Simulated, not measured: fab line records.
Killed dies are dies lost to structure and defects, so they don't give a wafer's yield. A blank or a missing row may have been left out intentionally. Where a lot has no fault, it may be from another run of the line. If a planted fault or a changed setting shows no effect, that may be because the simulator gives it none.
fab line records	flow gf180mcu
record: lots: 14	wafers: 42	last_day: 34
route steps=602 shown MVSD@76 M4@457 MIM@504
lots that met no fault: taken from a fault-free run of the same line
start_h: hours from the record's opening day to when the first of the lot's shown wafers began	wait_h: time in hours since the lot's previous step	" same as the row above	L1.1+2: one row covering several wafers at once	- no value present, or no start provided	* or withheld: withheld	< > ~ a bound
route shown NAME@n: a module of which the file shows steps, and the number in the route of the first	usual: average and standard deviation across the fault-free wafers	same: alike in all rows	chamber/n: place in a boat	sites: readings site by site	_std_site: the standard deviation of these	_edge_site: outer sites' mean less inner sites'	radius_mm: for every site, how far away it sits from the centre of the wafer	mask NAME#n: copy n	behind: tool/chamber where the wafer was last shaped	hold: what put the lot on hold/how long, in hours/how the hold closed	device: the transistor (n, p or np) that didn't switch	end of line: the same wafers' tests at the end of the route	a step given without rows: its recipe and nothing more	killed: at the first sort, the dies lost to defects and structure; wafer yield is something else	map: a wafer's dies, x killed, . not, _ none there
set.NAME: the setting as run; set.NAME@STEP: as run at that earlier step	model.NAME: the simulator's own value behind a step, which no gauge read
the route's steps for a sample of lots (tables are steps, rows are wafers)
services: when a tool's chamber went out of use (start_h, in hours from the record's first day, below 0 if earlier), for how many hours, and the reason
== steps ==
step: GF_MVSD_STRIP_10
recipe: chemistry: O2/N2	power_w: 1400	pressure_mtorr: 1500	platen_temp_c: 250	o2_flow_sccm: 3000	n2_flow_sccm: 300	overash_fraction: 0.5
usual: drypump_motor_current_A: 5.74/0.17	heater_power_w: 346/18	oes_product_au: 0.723/0.0046	strip_time_to_endpoint_s: 36.99/0.1
same: overash_fraction: 0.5
lot.wafer	tool	chamber	start_h	wait_h	drypump_motor_current_A	heater_power_w	oes_product_au	rf_hours_counter_h	strip_time_to_endpoint_s
L611.1	plasma_asher-01	1	82.59	0.1	5.56	362	0.725	44	37.02
L611.3	"	1	"	"	5.55	372	0.723	-	36.99
L611.6	"	0	"	"	5.67	357	0.719	-	37.01
L612.3	plasma_asher-03	0	90.68	0.1	5.50	326	0.725	-	36.99
L612.4	"	1	"	"	6.06	363	0.719	-	37.10
L612.6	"	1	"	"	6.05	356	0.728	-	36.89
L613.1	plasma_asher-01	0	93.74	0.1	5.69	378	0.728	45	36.81
L613.3	"	0	"	"	5.65	387	0.723	-	36.87
L613.5	"	1	"	"	5.55	362	0.725	-	36.89
L614.2	plasma_asher-01	0	99.56	0.1	5.66	366	0.723	46	37.15
L614.3	"	1	"	"	5.54	360	0.725	-	37.03
L614.4	"	0	"	"	5.67	371	0.725	-	37.06
L615.3	plasma_asher-04	0	105.09	0.1	5.72	351	0.720	-	37.03
L615.4	"	1	"	"	5.91	316	0.724	-	37.01
L615.6	"	1	"	"	5.92	323	0.720	-	37.13
L618.1	plasma_asher-04	0	123.99	0.1	5.74	337	0.723	34	37.01
L618.5	"	0	"	"	5.73	344	0.721	-	37.03
L618.6	"	1	"	"	5.96	324	0.722	-	36.96
L619.4	plasma_asher-01	1	129.24	0.1	5.54	371	0.715	-	37.02
L619.5	"	1	"	"	5.57	352	0.721	-	36.95
L619.6	"	0	"	"	5.68	367	0.722	-	37.05
L621.2	plasma_asher-01	1	141.04	0.1	5.55	346	0.717	51	37.02
L621.3	"	0	"	"	5.72	363	0.722	-	37.09
L621.4	"	1	"	"	5.53	364	0.721	-	37.15
L622.2	plasma_asher-04	0	145.04	0.1	5.71	356	0.720	36	36.97
L622.3	"	1	"	"	5.92	333	0.721	-	37.02
L622.6	"	1	"	"	5.90	331	0.719	-	37.00
L623.1	plasma_asher-03	1	152.49	0.1	6.03	355	0.727	52	37.19
L623.3	"	1	"	"	6.05	352	0.727	-	37.26
L623.6	"	0	"	"	5.47	332	0.725	-	37.17
L625.1	plasma_asher-01	0	166.04	0.1	5.73	371	0.717	54	37.03
L625.2	"	1	"	"	5.54	358	0.723	54	36.96
L625.6	"	1	"	"	5.55	355	0.722	-	37.07
L630.3	plasma_asher-04	0	191.69	0.1	5.72	349	0.726	-	36.92
L630.5	"	1	"	"	5.93	320	0.730	-	36.83
L630.6	"	0	"	"	5.72	348	0.719	-	36.84
L631.1	plasma_asher-04	0	199.04	0.1	5.72	347	0.721	43	36.89
L631.4	"	1	"	"	5.93	313	0.722	-	37.01
L631.6	"	0	"	"	5.73	352	0.716	-	37.04
L634.2	plasma_asher-01	0	214.29	0.1	5.67	378	0.717	59	37.05
L634.3	"	0	"	"	5.67	372	0.725	-	37.05
L634.4	"	1	"	"	5.57	362	0.728	-	36.98
step: GF_M4_SPUTTER_01
recipe: material: TiN	target_thk_nm: 30	power_w: 6500	time_s: 25	chamber_pressure_pa: 0.4
usual: cathode_dc_power_W: 6500.0/1.3	chamber_pressure_pa: 0.3998/0.00079	throttle_valve_pct: 29.4/0.84
same: time_s: 25
lot.wafer	tool	chamber	start_h	wait_h	cathode_dc_power_W	chamber_pressure_pa	throttle_valve_pct
L611.1	pvd_sputter-02	-	516.52	0.1	6502.4	0.3990	27.8
L611.3	"	-	"	"	6499.1	0.4002	29.9
L611.6	"	-	"	"	6500.7	0.4004	29.9
L612.3	pvd_sputter-02	-	530.98	0.1	6500.1	0.4008	29.8
L612.4	"	-	"	"	6498.8	0.4000	28.1
L612.6	"	-	"	"	6499.4	0.4006	30.1
L613.1	pvd_sputter-01	-	535.87	0.1	6500.3	0.3998	28.7
L613.3	"	-	"	"	6501.1	0.3994	29.2
L613.5	"	-	"	"	6499.1	0.3986	28.0
L614.2	pvd_sputter-04	-	541.84	0.1	6500.4	0.3993	29.7
L614.3	"	-	"	"	6501.5	0.3992	31.0
L614.4	"	-	"	"	6500.5	0.4013	29.9
L615.3	pvd_sputter-02	-	550.09	0.1	6499.7	0.4009	29.6
L615.4	"	-	"	"	6499.9	0.4001	27.8
L615.6	"	-	"	"	6500.2	0.4011	29.8
L618.1	pvd_sputter-04	-	580.21	0.1	6501.0	0.3989	29.6
L618.5	"	-	"	"	6499.9	0.4006	30.8
L618.6	"	-	"	"	6500.7	0.4011	29.8
L619.4	pvd_sputter-01	-	587.33	0.0	6501.6	0.3994	28.7
L619.5	"	-	"	"	6500.3	0.4012	28.9
L619.6	"	-	"	"	6500.7	0.3993	29.1
L621.2	pvd_sputter-02	-	607.88	0.1	6499.7	0.4004	30.0
L621.3	"	-	"	"	6499.7	0.3993	29.7
L621.4	"	-	"	"	6501.8	0.3995	30.0
L622.2	pvd_sputter-04	-	609.00	0.1	6499.6	0.4003	29.7
L622.3	"	-	"	"	6498.7	0.4005	30.5
L622.6	"	-	"	"	6496.9	0.4000	29.8
L623.1	pvd_sputter-01	-	619.19	0.1	6502.1	0.3994	28.6
L623.3	"	-	"	"	6498.6	0.4003	27.9
L623.6	"	-	"	"	6501.1	0.3994	28.8
L625.1	pvd_sputter-04	-	636.04	0.1	6501.5	0.4005	29.9
L625.2	"	-	"	"	6500.0	0.3995	29.5
L625.6	"	-	"	"	6499.2	0.4007	29.7
L630.3	pvd_sputter-02	-	666.36	0.1	6498.3	0.3989	27.9
L630.5	"	-	"	"	6502.9	0.3995	29.7
L630.6	"	-	"	"	6501.0	0.3989	29.9
L631.1	pvd_sputter-02	-	672.72	0.1	6498.5	0.3986	30.0
L631.4	"	-	"	"	6502.3	0.3978	28.1
L631.6	"	-	"	"	6500.6	0.3995	28.1
L634.2	pvd_sputter-04	-	689.93	0.1	6501.3	0.3997	30.8
L634.3	"	-	"	"	6498.1	0.3985	29.7
L634.4	"	-	"	"	6499.8	0.4008	30.0
step: GF_MIM_SPUTTER_01
recipe: material: TiN	target_thk_nm: 30	power_w: 6500	time_s: 25	chamber_pressure_pa: 0.4
usual: cathode_dc_power_W: 6500.1/1.2	chamber_pressure_pa: 0.4001/0.00087	throttle_valve_pct: 29.2/0.86	time_s: 25/0
lot.wafer	tool	chamber	start_h	wait_h	cathode_dc_power_W	chamber_pressure_pa	throttle_valve_pct	time_s
L611.1	pvd_sputter-01	-	565.56	0.1	6497.8	0.4006	27.8	25
L611.3	"	-	"	"	6499.9	0.4001	28.9	25
L611.6	"	-	"	"	6499.4	0.3996	28.7	25
L612.3	pvd_sputter-03	-	579.28	0.1	6498.8	0.3998	29.2	25
L612.4	"	-	"	"	6501.4	0.4006	31.7	25
L612.6	"	-	"	"	6500.9	0.3998	29.5	25
L613.1	pvd_sputter-03	-	583.25	0.1	6500.5	0.4008	29.4	25
L613.3	"	-	"	"	6500.7	0.4013	31.3	25
L613.5	"	-	"	"	6499.6	0.4001	29.3	25
L614.2	pvd_sputter-01	-	589.75	0.1	6500.7	0.4001	29.4	25
L614.3	"	-	"	"	6498.9	0.4003	28.8	25
L614.4	"	-	"	"	6499.2	0.4010	29.4	25
L615.3	pvd_sputter-02	-	596.23	0.1	6499.9	0.4010	27.9	25
L615.4	"	-	"	"	6501.5	0.4018	29.5	25
L615.6	"	-	"	"	6497.8	0.4002	27.8	25
L618.1	pvd_sputter-01	-	626.36	0.1	6500.3	0.3992	29.6	25
L618.5	"	-	"	"	6501.9	0.4001	28.1	25
L618.6	"	-	"	"	6501.8	0.4005	28.7	25
L619.4	pvd_sputter-02	-	632.14	0.0	6499.8	0.4000	28.2	25
L619.5	"	-	"	"	6498.5	0.3993	29.9	25
L619.6	"	-	"	"	6501.5	0.4006	30.0	25
L621.2	pvd_sputter-02	-	651.30	0.1	6498.5	0.3998	28.2	25
L621.3	"	-	"	"	6499.5	0.3990	29.8	25
L621.4	"	-	"	"	6500.7	0.4002	29.8	25
L622.2	pvd_sputter-01	-	653.07	0.1	-	-	-	-
L622.3	"	-	"	"	-	-	-	-
L622.6	"	-	"	"	-	-	-	-
L623.1	pvd_sputter-01	-	663.10	0.1	-	-	-	-
L623.3	"	-	"	"	-	-	-	-
L623.6	"	-	"	"	-	-	-	-
L625.1	pvd_sputter-01	-	678.11	0.1	6497.2	0.3988	28.8	25
L625.2	"	-	"	"	6501.4	0.3997	29.0	25
L625.6	"	-	"	"	6501.9	0.4017	27.8	25
L630.3	pvd_sputter-03	-	707.47	0.1	6501.5	0.4006	28.9	25
L630.5	"	-	"	"	6501.4	0.3990	29.5	25
L630.6	"	-	"	"	6500.2	0.3991	31.9	25
L631.1	pvd_sputter-02	-	713.55	0.1	6499.5	0.4018	29.8	25
L631.4	"	-	"	"	6500.9	0.4014	29.7	25
L631.6	"	-	"	"	6501.0	0.3998	29.7	25
L634.2	pvd_sputter-03	-	729.74	0.1	6499.9	0.4021	29.4	25
L634.3	"	-	"	"	6502.0	0.4006	31.5	25
L634.4	"	-	"	"	6502.1	0.4004	29.2	25
step: GF_MIM_SPUTTER_02
recipe: material: AlCu	target_thk_nm: 450	power_w: 10600	time_s: 23.9	chamber_pressure_pa: 0.4
usual: cathode_dc_power_W: 10600/2	chamber_pressure_pa: 0.3999/0.00075	throttle_valve_pct: 29.2/0.84
same: time_s: 23.9
lot.wafer	tool	chamber	start_h	wait_h	cathode_dc_power_W	chamber_pressure_pa	throttle_valve_pct
L611.1	pvd_sputter-01	-	565.59	0.0	10601	0.4001	27.9
L611.3	"	-	"	"	10600	0.4014	28.7
L611.6	"	-	"	"	10602	0.4010	28.7
L612.3	pvd_sputter-03	-	579.31	0.0	10600	0.4008	29.5
L612.4	"	-	"	"	10600	0.4007	31.4
L612.6	"	-	"	"	10600	0.4003	29.5
L613.1	pvd_sputter-03	-	583.29	0.0	10598	0.4006	29.3
L613.3	"	-	"	"	10601	0.4009	31.6
L613.5	"	-	"	"	10602	0.3995	29.6
L614.2	pvd_sputter-01	-	589.79	0.0	10599	0.4005	29.1
L614.3	"	-	"	"	10603	0.4011	28.9
L614.4	"	-	"	"	10601	0.3984	29.4
L615.3	pvd_sputter-02	-	596.26	0.0	10596	0.3998	28.0
L615.4	"	-	"	"	10599	0.4002	29.7
L615.6	"	-	"	"	10599	0.3987	27.9
L618.1	pvd_sputter-01	-	626.39	0.0	10598	0.4004	29.3
L618.5	"	-	"	"	10601	0.3999	27.8
L618.6	"	-	"	"	10600	0.4005	28.9
L619.4	pvd_sputter-02	-	632.17	0.0	10600	0.3991	28.0
L619.5	"	-	"	"	10598	0.3996	29.8
L619.6	"	-	"	"	10597	0.3993	29.8
L621.2	pvd_sputter-02	-	651.33	0.0	10601	0.4008	27.9
L621.3	"	-	"	"	10601	0.4000	30.1
L621.4	"	-	"	"	10598	0.4008	29.9
L622.2	pvd_sputter-01	-	653.11	0.0	10601	0.4000	29.2
L622.3	"	-	"	"	10600	0.3997	28.6
L622.6	"	-	"	"	10598	0.3993	29.0
L623.1	pvd_sputter-01	-	663.13	0.0	10601	0.3999	27.8
L623.3	"	-	"	"	10602	0.4005	28.7
L623.6	"	-	"	"	10599	0.3992	28.8
L625.1	pvd_sputter-01	-	678.14	0.0	10600	0.3997	28.9
L625.2	"	-	"	"	10600	0.4003	28.9
L625.6	"	-	"	"	10603	0.3990	27.7
L630.3	pvd_sputter-03	-	707.50	0.0	10600	0.3983	28.7
L630.5	"	-	"	"	10601	0.4002	29.3
L630.6	"	-	"	"	10601	0.3992	31.5
L631.1	pvd_sputter-02	-	713.58	0.0	10599	0.3989	30.1
L631.4	"	-	"	"	10603	0.3998	29.7
L631.6	"	-	"	"	10602	0.3992	29.7
L634.2	pvd_sputter-03	-	729.77	0.0	10603	0.4005	29.3
L634.3	"	-	"	"	10604	0.3991	31.5
L634.4	"	-	"	"	10603	0.3994	29.3
== services ==
tool	chamber	start_h	hours	kind
pvd_sputter-04	-	59.74	13.2	repair
pvd_sputter-01	-	61.59	0.8	repair
plasma_asher-01	-	141.14	7.8	pm
pvd_sputter-02	-	172.72	5.1	repair
pvd_sputter-03	-	173.91	2.4	repair
pvd_sputter-04	-	174.33	19.4	repair
pvd_sputter-02	-	183.58	3.4	repair
pvd_sputter-01	-	208.06	1.0	repair
pvd_sputter-04	-	218.64	3.0	repair
pvd_sputter-03	-	229.88	7.5	repair
pvd_sputter-03	-	268.59	8.3	repair
pvd_sputter-02	-	311.19	2.4	repair
pvd_sputter-03	-	336.46	24.9	repair
pvd_sputter-02	-	358.39	5.0	repair
pvd_sputter-03	-	412.27	4.3	repair
plasma_asher-01	-	431.57	9.3	repair
pvd_sputter-01	-	462.64	4.6	repair
pvd_sputter-01	-	476.17	3.9	repair
plasma_asher-01	-	557.50	2.5	repair
pvd_sputter-02	-	562.78	9.5	repair
pvd_sputter-01	-	602.63	1.8	repair
pvd_sputter-01	-	689.62	0.5	repair
pvd_sputter-03	-	700.83	1.9	repair
plasma_asher-01	-	711.49	14.6	pm
== key ==
first_sign: step: GF_MIM_SPUTTER_01	reading: tool_record	direction: missing
effect none on later readings
met_at GF_MIM_SPUTTER_01
struck_lots L622,L623
later_rows_left_out L622.2,L622.3,L622.6,L623.1,L623.3,L623.6
sort_left_out L622.2,L622.3,L622.6,L623.1,L623.3,L623.6
not_acting_at GF_MVSD_STRIP_10,GF_M4_SPUTTER_01,GF_MIM_SPUTTER_02
onset_between 626.36 653.07
fault: kind: skipped_step_whole	tool: pvd_sputter-01	chamber: -	onset_h: 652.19	steps: GF_MIM_SPUTTER_01	scope: struck_lots_only
sort_left_out: the simulated sort isn't trusted on such a fault, so these wafers' sort isn't shown, and their yield isn't known
later_rows_left_out: the simulator's readings of these wafers behind a module that went badly wrong aren't trusted and aren't shown, but for the sort
